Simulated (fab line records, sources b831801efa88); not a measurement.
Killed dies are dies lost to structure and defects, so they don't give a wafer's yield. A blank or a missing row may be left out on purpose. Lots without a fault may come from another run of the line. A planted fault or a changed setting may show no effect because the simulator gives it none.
Which tool did it? | flow sky130 | 24 lots, 72 wafers sampled, at 6 steps of a route of 708

WHAT THE GAUGES READ, wafer by wafer
SKY_VIA1_THK_MEAS_23: measures by xrf. Usual: VIA1_W_THK 266 nm, standard deviation 4.6.
lot  | measured     | on            | VIA1_W_THK (nm) | flag
L075 | day 33 18:44 | film_metro-03 | 273 266 259     |
L074 | day 33 22:34 | film_metro-02 | 272 270 264     |
L076 | day 34 08:56 | film_metro-03 | 266 264 267     |
L077 | day 34 15:16 | film_metro-03 | 276 273 265     |
L078 | day 35 07:33 | film_metro-01 | 257 267 260     |
L079 | day 35 11:55 | film_metro-02 | 272 267 274     |
L080 | day 35 17:04 | film_metro-01 | 262 269 270     |
L081 | day 36 02:53 | film_metro-03 | 263 269 260     |
L082 | day 36 07:07 | film_metro-02 | 272 267 261     |
L083 | day 36 17:23 | film_metro-03 | 267 273 265     |
L084 | day 37 04:11 | film_metro-02 | 264 264 267     |
L085 | day 37 12:38 | film_metro-02 | 269 270 268     |
L086 | day 37 16:06 | film_metro-02 | 270 275 268     |
L087 | day 38 00:02 | film_metro-02 | 265 263 264     |
L088 | day 38 08:10 | film_metro-01 | 267 267 259     |
L089 | day 38 08:29 | film_metro-02 | 266 261 264     |
L090 | day 38 20:05 | film_metro-02 | 274 274 270     |
L091 | day 39 01:58 | film_metro-03 | 263 268 270     |
L092 | day 39 03:47 | film_metro-02 | 267 266 267     |
L093 | day 39 08:53 | film_metro-01 | 271 267 271     |
L094 | day 40 06:41 | film_metro-01 | 262 272 262     |
L095 | day 40 18:35 | film_metro-01 | 260 261 265     |
L097 | day 41 00:52 | film_metro-01 | 264 258 266     |
L096 | day 41 10:41 | film_metro-02 | 259 263 273     |

SKY_METAL2_CD_MEAS_15: target cd 140 nm. Usual: cd_nm 140.2 nm, standard deviation 1.7.
lot  | measured     | on        | cd_nm (nm)        | flag
L075 | day 34 21:40 | cd_sem-01 | 139.5 141.0 139.8 |
L074 | day 35 01:25 | cd_sem-02 | 142.0 141.3 140.2 |
L076 | day 35 11:56 | cd_sem-01 | 139.3 139.2 139.0 |
L077 | day 35 17:25 | cd_sem-01 | 141.8 140.8 141.1 |
L078 | day 36 09:55 | cd_sem-01 | 139.0 138.8 142.6 |
L079 | day 36 13:58 | cd_sem-02 | 138.8 138.6 137.9 |
L080 | day 36 18:53 | cd_sem-01 | 142.5 141.0 141.9 |
L081 | day 37 05:10 | cd_sem-02 | 141.2 143.0 142.8 |
L082 | day 37 09:26 | cd_sem-02 | 140.7 138.6 138.6 |
L083 | day 37 19:49 | cd_sem-02 | 139.9 139.7 140.6 |
L084 | day 38 07:06 | cd_sem-02 | 141.5 140.5 139.3 |
L085 | day 38 15:09 | cd_sem-02 | 140.1 139.3 141.4 |
L086 | day 38 18:21 | cd_sem-02 | 140.4 140.0 141.3 |
L087 | day 39 02:14 | cd_sem-01 | 145.0 144.1 145.5 |
L088 | day 39 09:41 | cd_sem-01 | 138.5 138.3 139.7 |
L089 | day 39 10:32 | cd_sem-02 | 141.0 141.8 140.9 |
L090 | day 39 21:47 | cd_sem-01 | 137.5 136.5 136.5 |
L091 | day 40 03:09 | cd_sem-02 | 139.7 140.7 139.4 |
L092 | day 40 05:28 | cd_sem-01 | 141.9 141.0 141.4 |
L093 | day 40 10:20 | cd_sem-02 | 139.3 138.3 139.4 |
L094 | day 41 08:16 | cd_sem-01 | 139.5 139.3 138.9 |
L095 | day 41 19:46 | cd_sem-02 | 137.7 136.9 136.0 |
L097 | day 42 01:14 | cd_sem-01 | 140.3 140.6 140.2 |
L096 | day 42 11:07 | cd_sem-02 | 139.7 139.7 139.2 |

SKY_VIA2_THK_MEAS_23: measures by xrf. Usual: VIA2_W_THK 414 nm, standard deviation 9.2.
lot  | measured     | on            | VIA2_W_THK (nm) | flag
L075 | day 36 02:18 | film_metro-04 | 414 417 408     |
L074 | day 36 06:29 | film_metro-03 | 415 415 397     |
L076 | day 36 16:06 | film_metro-04 | 418 417 418     |
L077 | day 36 21:31 | film_metro-02 | 411 402 399     |
L078 | day 37 14:53 | film_metro-02 | 418 415 417     |
L079 | day 37 18:04 | film_metro-04 | 413 410 431     |
L080 | day 37 23:32 | film_metro-04 | 434 411 413     |
L081 | day 38 09:55 | film_metro-04 | 408 429 416     |
L082 | day 38 14:21 | film_metro-04 | 430 431 433     |
L083 | day 39 00:22 | film_metro-04 | 418 404 425     |
L084 | day 39 10:49 | film_metro-03 | 395 404 401     |
L085 | day 39 19:02 | film_metro-04 | 413 412 418     |
L086 | day 39 22:37 | film_metro-02 | 415 415 410     |
L087 | day 40 05:41 | film_metro-02 | 412 416 411     |
L088 | day 40 12:26 | film_metro-02 | 423 420 414     |
L089 | day 40 13:58 | film_metro-02 | 420 427 427     |
L090 | day 41 00:46 | film_metro-04 | 421 423 417     |
L091 | day 41 06:07 | film_metro-04 | 428 406 426     |
L092 | day 41 07:46 | film_metro-03 | 404 400 404     |
L093 | day 41 13:47 | film_metro-03 | 396 414 419     |
L094 | day 42 10:38 | film_metro-04 | 410 415 415     |
L095 | day 42 22:11 | film_metro-04 | 420 406 421     |
L097 | day 43 03:12 | film_metro-04 | 416 415 416     |
L096 | day 43 12:05 | film_metro-02 | 411 402 410     |

WHICH TOOL RAN EACH LOT (tool, then ch and the chambers of the sampled wafers, then the start)
lot  | SKY_CONTACT_ETCH_16                | SKY_METAL1_SPUTTER_04        | SKY_METAL1_STRIP_20
L075 | rie_diel-01 ch 1,2,3, day 31 10:07 | pvd_sputter-03, day 31 11:39 | plasma_asher-01 ch 0,1, day 32 14:12
L074 | rie_diel-01 ch 1,2, day 31 12:28   | pvd_sputter-02, day 31 14:02 | plasma_asher-03 ch 1, day 32 17:39
L076 | rie_diel-01 ch 2,3, day 32 00:03   | pvd_sputter-03, day 32 01:43 | plasma_asher-01 ch 0,1, day 33 04:57
L077 | rie_diel-01 ch 0,1,2, day 32 05:39 | pvd_sputter-03, day 32 07:07 | plasma_asher-03 ch 0,1, day 33 10:31
L078 | rie_diel-01 ch 0,2,3, day 32 21:36 | pvd_sputter-04, day 32 23:29 | plasma_asher-02 ch 0,1, day 34 02:48
L079 | rie_diel-01 ch 0,1,3, day 33 03:39 | pvd_sputter-03, day 33 05:10 | plasma_asher-01 ch 0,1, day 34 07:59
L080 | rie_diel-04 ch 0,2,3, day 33 08:39 | pvd_sputter-03, day 33 10:07 | plasma_asher-02 ch 0,1, day 34 12:36
L081 | rie_diel-04 ch 0,1,3, day 33 18:13 | pvd_sputter-03, day 33 19:41 | plasma_asher-02 ch 0,1, day 34 22:21
L082 | rie_diel-04 ch 0,1, day 33 22:58   | pvd_sputter-04, day 34 00:26 | plasma_asher-01 ch 1, day 35 03:08
L083 | rie_diel-04 ch 0,1,2, day 34 09:00 | pvd_sputter-02, day 34 10:29 | plasma_asher-02 ch 0,1, day 35 13:19
L084 | rie_diel-02 ch 0,3, day 34 20:28   | pvd_sputter-03, day 34 21:56 | plasma_asher-01 ch 0,1, day 35 23:59
L085 | rie_diel-04 ch 0,1,3, day 35 04:37 | pvd_sputter-02, day 35 06:05 | plasma_asher-02 ch 0,1, day 36 08:48
L086 | rie_diel-01 ch 0,1, day 35 08:28   | pvd_sputter-03, day 35 09:57 | plasma_asher-01 ch 0,1, day 36 12:00
L087 | rie_diel-04 ch 0,3, day 35 16:25   | pvd_sputter-04, day 35 17:53 | plasma_asher-02 ch 0, day 36 20:05
L088 | rie_diel-02 ch 0,3, day 36 00:10   | pvd_sputter-04, day 36 01:40 | plasma_asher-02 ch 0, day 37 03:57
L089 | rie_diel-04 ch 0,1,2, day 36 00:30 | pvd_sputter-03, day 36 02:02 | plasma_asher-01 ch 0,1, day 37 04:17
L090 | rie_diel-01 ch 1,2, day 36 12:31   | pvd_sputter-03, day 36 13:59 | plasma_asher-01 ch 0,1, day 37 16:14
L091 | rie_diel-04 ch 0,1,3, day 36 18:21 | pvd_sputter-03, day 36 19:49 | plasma_asher-01 ch 0,1, day 37 22:16
L092 | rie_diel-04 ch 0,1,3, day 36 22:00 | pvd_sputter-02, day 36 23:28 | plasma_asher-03 ch 0,1, day 38 01:00
L093 | rie_diel-01 ch 1,2, day 37 01:58   | pvd_sputter-03, day 37 03:25 | plasma_asher-01 ch 0,1, day 38 05:32
L094 | rie_diel-02 ch 0,1,2, day 38 00:28 | pvd_sputter-03, day 38 01:56 | plasma_asher-03 ch 0,1, day 39 03:40
L095 | rie_diel-01 ch 0,1,2, day 38 12:27 | pvd_sputter-03, day 38 13:59 | plasma_asher-02 ch 0,1, day 39 15:39
L097 | rie_diel-04 ch 0,1, day 38 19:46   | pvd_sputter-04, day 38 21:14 | plasma_asher-02 ch 1, day 39 22:20
L096 | rie_diel-02 ch 2,3, day 39 05:52   | pvd_sputter-03, day 39 07:19 | plasma_asher-03 ch 0,1, day 40 08:16
- SKY_CONTACT_ETCH_16: etches BARC in N2/H2, stops on SiO2, time 45.9 s, target depth 60 nm.
- SKY_METAL1_SPUTTER_04: material TiN, target thk 70 nm, time 58.3 s.
- SKY_METAL1_STRIP_20: strips in O2/N2.

WHAT THE TOOLS THEMSELVES READ (means of the sampled wafers that have a number; where no wafer has one, the mark that the record gives instead)
SKY_CONTACT_ETCH_16. Usual: drypump_motor_current_A 5.6 A, standard deviation 0.41; oes_product_au 0.855 a.u., standard deviation 0.0045; throttle_valve_pct 13.225 %, standard deviation 0.0096.
lot  | tool        | drypump_motor_current_A (A) | oes_product_au (a.u.) | throttle_valve_pct (%) | flag
L075 | rie_diel-01 | 5.7                         | 0.857                 | 13.219                 |
L074 | rie_diel-01 | 5.4                         | 0.852                 | 13.219                 |
L076 | rie_diel-01 | 6.0                         | 0.855                 | 13.226                 |
L077 | rie_diel-01 | 5.5                         | 0.852                 | 13.227                 |
L078 | rie_diel-01 | 5.8                         | 0.857                 | 13.225                 |
L079 | rie_diel-01 | 5.9                         | 0.855                 | 13.221                 |
L080 | rie_diel-04 | 5.6                         | 0.849                 | 13.231                 |
L081 | rie_diel-04 | 5.6                         | 0.854                 | 13.224                 |
L082 | rie_diel-04 | 5.7                         | 0.850                 | 13.219                 |
L083 | rie_diel-04 | 5.7                         | 0.855                 | 13.229                 |
L084 | rie_diel-02 | 4.9                         | 0.856                 | 13.228                 |
L085 | rie_diel-04 | 5.6                         | 0.853                 | 13.222                 |
L086 | rie_diel-01 | 5.7                         | 0.854                 | 13.233                 |
L087 | rie_diel-04 | 5.5                         | 0.855                 | 13.237                 |
L088 | rie_diel-02 | 4.9                         | 0.849                 | 13.221                 |
L089 | rie_diel-04 | 5.7                         | 0.860                 | 13.221                 |
L090 | rie_diel-01 | 5.4                         | 0.856                 | 13.225                 |
L091 | rie_diel-04 | 5.6                         | 0.855                 | 13.224                 |
L092 | rie_diel-04 | 5.6                         | 0.853                 | 13.224                 |
L093 | rie_diel-01 | 5.4                         | 0.857                 | 13.230                 |
L094 | rie_diel-02 | 5.7                         | 0.853                 | 13.228                 |
L095 | rie_diel-01 | 5.5                         | 0.853                 | 13.235                 |
L097 | rie_diel-04 | 5.8                         | 0.854                 | 13.221                 |
L096 | rie_diel-02 | 5.2                         | 0.854                 | 13.224                 |

SKY_METAL1_SPUTTER_04. Usual: throttle_valve_pct 30.1 %, standard deviation 0.62.
lot  | tool           | throttle_valve_pct (%) | flag
L075 | pvd_sputter-03 | 30.5                   |
L074 | pvd_sputter-02 | 29.0                   |
L076 | pvd_sputter-03 | 30.3                   |
L077 | pvd_sputter-03 | 30.1                   |
L078 | pvd_sputter-04 | 29.9                   |
L079 | pvd_sputter-03 | 30.3                   |
L080 | pvd_sputter-03 | 30.3                   |
L081 | pvd_sputter-03 | 29.8                   |
L082 | pvd_sputter-04 | 30.1                   |
L083 | pvd_sputter-02 | 29.5                   |
L084 | pvd_sputter-03 | 30.4                   |
L085 | pvd_sputter-02 | 29.8                   |
L086 | pvd_sputter-03 | 30.8                   |
L087 | pvd_sputter-04 | 30.2                   |
L088 | pvd_sputter-04 | 30.2                   |
L089 | pvd_sputter-03 | 30.6                   |
L090 | pvd_sputter-03 | 29.9                   |
L091 | pvd_sputter-03 | 29.9                   |
L092 | pvd_sputter-02 | 29.8                   |
L093 | pvd_sputter-03 | 30.5                   |
L094 | pvd_sputter-03 | 30.3                   |
L095 | pvd_sputter-03 | 30.4                   |
L097 | pvd_sputter-04 | 30.1                   |
L096 | pvd_sputter-03 | 29.9                   |

SKY_METAL1_STRIP_20. Usual: drypump_motor_current_A 5.77 A, standard deviation 0.19; oes_product_au 0.343 a.u., standard deviation 0.0048; strip_time_to_endpoint_s 2.71 s, standard deviation 0.033.
lot  | tool            | drypump_motor_current_A (A) | oes_product_au (a.u.) | strip_time_to_endpoint_s (s) | flag
L075 | plasma_asher-01 | 5.67                        | 0.341                 | 2.69                         |
L074 | plasma_asher-03 | 6.26                        | 0.342                 | 2.66                         |
L076 | plasma_asher-01 | 5.69                        | 0.338                 | 2.67                         |
L077 | plasma_asher-03 | 6.04                        | 0.340                 | 2.69                         |
L078 | plasma_asher-02 | 5.81                        | 0.343                 | 2.69                         |
L079 | plasma_asher-01 | 5.69                        | 0.342                 | 2.72                         |
L080 | plasma_asher-02 | 5.83                        | 0.343                 | 2.72                         |
L081 | plasma_asher-02 | 5.84                        | 0.343                 | 2.70                         |
L082 | plasma_asher-01 | 5.73                        | 0.340                 | 2.74                         |
L083 | plasma_asher-02 | 5.84                        | 0.339                 | 2.68                         |
L084 | plasma_asher-01 | 5.65                        | 0.342                 | 2.73                         |
L085 | plasma_asher-02 | 5.82                        | 0.345                 | 2.70                         |
L086 | plasma_asher-01 | 5.70                        | 0.345                 | 2.73                         |
L087 | plasma_asher-02 | 5.67                        | 0.345                 | 2.70                         |
L088 | plasma_asher-02 | 5.70                        | 0.339                 | 2.70                         |
L089 | plasma_asher-01 | 5.64                        | 0.344                 | 2.70                         |
L090 | plasma_asher-01 | 5.69                        | 0.344                 | 2.68                         |
L091 | plasma_asher-01 | 5.67                        | 0.346                 | 2.77                         |
L092 | plasma_asher-03 | 5.82                        | 0.343                 | 2.71                         |
L093 | plasma_asher-01 | 5.66                        | 0.344                 | 2.69                         |
L094 | plasma_asher-03 | 6.04                        | 0.344                 | 2.79                         |
L095 | plasma_asher-02 | 5.76                        | 0.343                 | 2.69                         |
L097 | plasma_asher-02 | 5.91                        | 0.343                 | 2.71                         |
L096 | plasma_asher-03 | 5.83                        | 0.341                 | 2.73                         |

THE ANSWER, worked out from the rows above alone
Rule: a lot is off if the mean of its wafers that have a number lies more than 3 standard deviations from the usual mean. A lot without any number at a reading at which 4 lots or more have one is off too. The other lots that the step has rows for count as sound. The gauges are gone through in route order, then the tools' own readings, and for those a lot's mean is taken as printed above. The first step at which some lot is off is used, and at that step the reading that is off furthest; a lot without a number counts as furthest.
No lot is off at any reading shown: from this, nothing can be told.

WHAT THE SIMULATOR HAD PUT IN
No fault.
